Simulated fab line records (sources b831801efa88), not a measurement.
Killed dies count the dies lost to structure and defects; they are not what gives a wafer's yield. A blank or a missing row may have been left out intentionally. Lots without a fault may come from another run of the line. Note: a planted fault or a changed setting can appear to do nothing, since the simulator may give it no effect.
Which tool was responsible? + flow sky130 + Sampling: 15 lots, 45 wafers, 2 of 708 route steps

WHAT EACH GAUGE READ, for each wafer
SKY_VT_ADJUST_LVTN_TW_MEAS_10. Usual: for VT_ADJUST_LVTN_TW the level is 240.8 and the standard deviation is 2.4.
| lot  | measured     | on            | VT_ADJUST_LVTN_TW | flag |
|------|--------------|---------------|-------------------|------|
| L931 | day 7 00:07  | film-metro-03 | 238.9 237.8 238.0 |      |
| L934 | day 7 15:17  | film-metro-01 | 241.4 242.5 242.2 |      |
| L937 | day 8 13:40  | film-metro-03 | 239.6 238.0 237.1 |      |
| L941 | day 10 01:00 | film-metro-01 | 242.1 241.3 243.1 |      |
| L942 | day 10 09:47 | film-metro-03 | 238.1 239.7 237.9 |      |
| L943 | day 10 10:07 | film-metro-02 | 242.8 243.3 244.2 |      |
| L944 | day 10 13:20 | film-metro-03 | 238.8 238.2 237.7 |      |
| L945 | day 10 23:25 | film-metro-02 | 244.2 244.1 243.9 |      |
| L946 | day 11 04:07 | film-metro-01 | 243.7 243.1 243.0 |      |
| L947 | day 11 09:19 | film-metro-01 | 243.0 242.9 242.9 |      |
| L948 | day 11 14:15 | film-metro-02 | 242.2 242.6 241.9 |      |
| L949 | day 11 17:14 | film-metro-02 | 239.1 242.0 241.6 |      |
| L951 | day 12 07:38 | film-metro-02 | 242.1 241.8 242.7 |      |
| L953 | day 12 23:53 | film-metro-03 | 237.7 238.0 238.2 |      |
| L954 | day 13 04:37 | film-metro-03 | 238.6 237.5 237.5 |      |

EACH LOT AND THE TOOL THAT RAN IT (in order: tool; ch and the chambers of the sampled wafers; start)
| lot  | SKY_NWELL_STRIP_14                   |
|------|--------------------------------------|
| L931 | plasma-asher-01 ch 0,1, day 4 17:52  |
| L934 | plasma-asher-04 ch 0,1, day 5 07:24  |
| L937 | plasma-asher-01 ch 0,1, day 6 00:25  |
| L941 | plasma-asher-01 ch 0,1, day 7 09:21  |
| L942 | plasma-asher-01 ch 0,1, day 7 17:04  |
| L943 | plasma-asher-04 ch 0,1, day 7 17:25  |
| L944 | plasma-asher-01 ch 0,1, day 7 21:34  |
| L945 | plasma-asher-04 ch 0,1, day 8 05:37  |
| L946 | plasma-asher-02 ch 0, day 8 08:55    |
| L947 | plasma-asher-04 ch 0,1, day 8 14:52  |
| L948 | plasma-asher-01 ch 0,1, day 8 18:43  |
| L949 | plasma-asher-01 ch 0,1, day 8 22:07  |
| L951 | plasma-asher-02 ch 1, day 9 10:28    |
| L953 | plasma-asher-04 ch 0,1, day 9 23:34  |
| L954 | plasma-asher-01 ch 0,1, day 10 04:04 |
- SKY_NWELL_STRIP_14: strips in O2/N2.

WHAT THE TOOLS THEMSELVES READ (means of the sampled wafers that have a number; where no wafer has one, the mark that the record gives instead)
SKY_NWELL_STRIP_14. Usual: drypump-motor-current-A 5.5 A, standard deviation 0.41; oes-product-au 0.722 a.u., standard deviation 0.0048; strip-time-to-endpoint-s 36.94 s, standard deviation 0.1.
| lot  | tool            | drypump-motor-current-A (A) | oes-product-au (a.u.) | strip-time-to-endpoint-s (s) | flag |
|------|-----------------|-----------------------------|-----------------------|------------------------------|------|
| L931 | plasma-asher-01 | 5.1                         | 0.722                 | 36.87                        |      |
| L934 | plasma-asher-04 | 5.6                         | 0.723                 | 36.93                        |      |
| L937 | plasma-asher-01 | 5.5                         | 0.724                 | 36.95                        |      |
| L941 | plasma-asher-01 | 5.1                         | 0.725                 | 37.05                        |      |
| L942 | plasma-asher-01 | 5.1                         | 0.723                 | 36.82                        |      |
| L943 | plasma-asher-04 | 5.7                         | 0.724                 | 36.97                        |      |
| L944 | plasma-asher-01 | 5.5                         | 0.724                 | 36.93                        |      |
| L945 | plasma-asher-04 | 5.7                         | 0.723                 | 37.00                        |      |
| L946 | plasma-asher-02 | 5.6                         | 0.718                 | 36.80                        |      |
| L947 | plasma-asher-04 | 5.7                         | 0.723                 | 36.84                        |      |
| L948 | plasma-asher-01 | 5.5                         | 0.724                 | 36.94                        |      |
| L949 | plasma-asher-01 | 5.1                         | 0.723                 | 36.85                        |      |
| L951 | plasma-asher-02 | 5.3                         | 0.722                 | 36.90                        |      |
| L953 | plasma-asher-04 | 5.7                         | 0.722                 | 36.96                        |      |
| L954 | plasma-asher-01 | 5.1                         | 0.721                 | 36.89                        |      |

THE ANSWER, worked out from the rows above alone
Rule: take the mean of a lot's wafers that have a number; if it is more than 3 standard deviations from the usual mean, the lot is off. Also off: a lot with no number at a reading for which 4 or more lots have one. Where the step has rows for the other lots, those lots are counted as sound. First the gauges in route order, then the tools' own readings, where a lot's mean is used as printed above. At the first step where some lot is off, the reading lying furthest off is the one used; lots without a number count as furthest.
None of the lots is off at any reading shown; this tells nothing.

WHAT THE SIMULATOR PUT IN
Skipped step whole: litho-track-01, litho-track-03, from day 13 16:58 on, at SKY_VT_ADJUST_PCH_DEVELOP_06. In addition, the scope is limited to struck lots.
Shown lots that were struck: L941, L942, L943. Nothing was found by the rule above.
